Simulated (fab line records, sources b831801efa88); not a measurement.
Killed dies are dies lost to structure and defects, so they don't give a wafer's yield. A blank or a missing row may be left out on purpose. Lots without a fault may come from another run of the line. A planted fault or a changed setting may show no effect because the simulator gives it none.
Which tool did it? | flow gf180mcu | 13 lots, 39 wafers sampled, at 5 steps of a route of 602

WHAT THE GAUGES READ, wafer by wafer
GF_V5_THK_MEAS_01.
lot  | measured     | on            | V5_CVD_00_THK (nm)
L186 | day 26 02:22 | film_metro-01 | 296 300 292
L187 | day 26 08:20 | film_metro-01 | 302 300 295
L188 | day 26 20:01 | film_metro-03 | 305 301 305
L191 | day 27 14:37 | film_metro-03 | 297 297 289
L193 | day 28 03:30 | film_metro-02 | 292 300 298
L194 | day 28 10:43 | film_metro-02 | 300 299 302
L195 | day 28 21:19 | film_metro-03 | 298 303 296
L197 | day 29 10:32 | film_metro-01 | 299 298 301
L203 | day 32 01:29 | film_metro-01 | 303 301 299
L206 | day 32 16:46 | film_metro-01 | 301 295 295
L208 | day 33 02:05 | film_metro-02 | 300 294 300
L209 | day 33 02:44 | film_metro-01 | 299 297 301
L207 | day 33 03:07 | film_metro-03 | 303 296 296

GF_V5_CD_MEAS_14: target cd 260 nm.
lot  | measured     | on        | cd_nm (nm)
L186 | day 26 23:02 | cd_sem-02 | 260.0 259.5 259.0
L187 | day 27 05:17 | cd_sem-02 | 261.6 262.1 261.4
L188 | day 27 16:44 | cd_sem-02 | 260.1 258.9 259.9
L191 | day 28 11:41 | cd_sem-02 | 260.6 260.5 261.4
L193 | day 28 23:32 | cd_sem-02 | 260.9 258.7 260.2
L194 | day 29 05:37 | cd_sem-02 | 261.3 261.4 261.5
L195 | day 29 16:36 | cd_sem-01 | 264.3 258.6 264.6
L197 | day 30 04:45 | cd_sem-01 | 265.6 259.8 260.6
L203 | day 32 18:16 | cd_sem-02 | 261.6 261.7 262.6
L206 | day 33 09:14 | cd_sem-01 | 259.3 260.7 260.6
L208 | day 33 18:49 | cd_sem-02 | 259.9 260.9 259.7
L209 | day 33 19:10 | cd_sem-02 | 259.4 258.7 257.0
L207 | day 33 19:32 | cd_sem-01 | 258.9 258.7 258.1

GF_V5_OVL_MEAS_15.
lot  | measured     | on         | V5_OVL (nm)
L186 | day 26 23:08 | overlay-02 | -2 -6 4
L187 | day 27 05:24 | overlay-01 | 8 -3 11
L188 | day 27 16:51 | overlay-01 | -12 -19 -4
L191 | day 28 11:47 | overlay-01 | 1 -10 -6
L193 | day 28 23:39 | overlay-01 | -4 0 4
L194 | day 29 05:44 | overlay-02 | 2 -9 4
L195 | day 29 16:41 | overlay-01 | -4 -16 -8
L197 | day 30 04:50 | overlay-01 | 1 -6 -11
L203 | day 32 18:23 | overlay-01 | -5 4 -13
L206 | day 33 09:20 | overlay-02 | 0 -7 -3
L208 | day 33 18:56 | overlay-01 | 2 0 -7
L209 | day 33 19:17 | overlay-01 | 2 13 1
L207 | day 33 19:38 | overlay-02 | -2 -8 3

WHICH TOOL RAN EACH LOT (tool, then ch and the chambers of the sampled wafers, then the start)
lot  | GF_M5_ETCH_09                      | GF_V5_EXPOSE_11
L186 | rie_diel-02 ch 0,2, day 26 01:37   | krf_scanner-02 ch 0, day 26 13:26
L187 | rie_diel-03 ch 0,2,3, day 26 07:35 | krf_scanner-01 ch 0, day 26 19:08
L188 | rie_diel-02 ch 0,1,2, day 26 19:17 | krf_scanner-01 ch 0, day 27 06:56
L191 | rie_diel-02 ch 0,2, day 27 13:52   | krf_scanner-02 ch 0, day 28 01:49
L193 | rie_diel-04 ch 1,2,3, day 28 02:46 | krf_scanner-01 ch 0, day 28 13:40
L194 | rie_diel-04 ch 0,1,3, day 28 09:58 | krf_scanner-01 ch 0, day 28 20:25
L195 | rie_diel-04 ch 1,3, day 28 20:29   | krf_scanner-01 ch 0, day 29 07:07
L197 | rie_diel-04 ch 0,3, day 29 09:41   | krf_scanner-01 ch 0, day 29 20:43
L203 | rie_diel-04 ch 1,2,3, day 32 00:37 | krf_scanner-01 ch 0, day 32 10:43
L206 | rie_diel-03 ch 0,1,3, day 32 16:01 | krf_scanner-01 ch 0, day 33 01:56
L208 | rie_diel-03 ch 0,2, day 33 01:19   | krf_scanner-01 ch 0, day 33 10:26
L209 | rie_diel-02 ch 2,3, day 33 01:59   | krf_scanner-02 ch 0, day 33 11:18
L207 | rie_diel-04 ch 0,1,2, day 33 02:20 | krf_scanner-01 ch 0, day 33 11:34
- GF_M5_ETCH_09: etches Si3N4 in CF4/O2, target depth 52 nm, time 11.6 s.
- GF_V5_EXPOSE_11: exposes mask Via5, target cd 260 nm.

WHAT THE TOOLS THEMSELVES READ (means of the sampled wafers that have a number; where no wafer has one, the mark that the record gives instead)
GF_M5_ETCH_09.
lot  | tool        | bias_w (W) | drypump_motor_current_A (A) | oes_product_au (a.u.) | throttle_valve_pct (%)
L186 | rie_diel-02 | 150.1      | 6.0                         | 0.987                 | 5.962
L187 | rie_diel-03 | 150.1      | 5.7                         | 1.002                 | 5.977
L188 | rie_diel-02 | 150.2      | 5.8                         | 0.992                 | 5.965
L191 | rie_diel-02 | 150.1      | 6.0                         | 0.976                 | 5.960
L193 | rie_diel-04 | 150.0      | 6.0                         | 0.997                 | 5.966
L194 | rie_diel-04 | 150.4      | 5.8                         | 0.994                 | 5.973
L195 | rie_diel-04 | 150.4      | 5.7                         | 1.004                 | 5.968
L197 | rie_diel-04 | 150.0      | 5.7                         | 1.002                 | 5.978
L203 | rie_diel-04 | 150.1      | 6.0                         | 1.003                 | 5.970
L206 | rie_diel-03 | 150.2      | 5.6                         | 1.005                 | 5.966
L208 | rie_diel-03 | 150.1      | 5.6                         | 0.992                 | 5.957
L209 | rie_diel-02 | 149.7      | 6.2                         | 0.992                 | 5.962
L207 | rie_diel-04 | 150.1      | 6.1                         | 1.000                 | 5.969

THE ANSWER, worked out from the rows above alone
Rule: what is usual is taken from the lots themselves. Put in order of their means at a reading, lots are off if they are a third of the lots or fewer, leave a main group of 4 or more, and stand apart from it by a gap of 3 or more times the standard deviation of the main group's means; of several such gaps the widest counts. A main group whose means are all the same, to the digits that the tables above print for the reading, isn't used. A lot without any number at a reading at which 4 lots or more have one is off too. The other lots that the step has rows for count as sound. The gauges are gone through in route order, then the tools' own readings, and for those a lot's mean is taken as printed above. The first step at which some lot is off is used, and at that step the reading that is off furthest; a lot without a number counts as furthest.
No lot is off at any reading shown: from this, nothing can be told.

WHAT THE SIMULATOR HAD PUT IN
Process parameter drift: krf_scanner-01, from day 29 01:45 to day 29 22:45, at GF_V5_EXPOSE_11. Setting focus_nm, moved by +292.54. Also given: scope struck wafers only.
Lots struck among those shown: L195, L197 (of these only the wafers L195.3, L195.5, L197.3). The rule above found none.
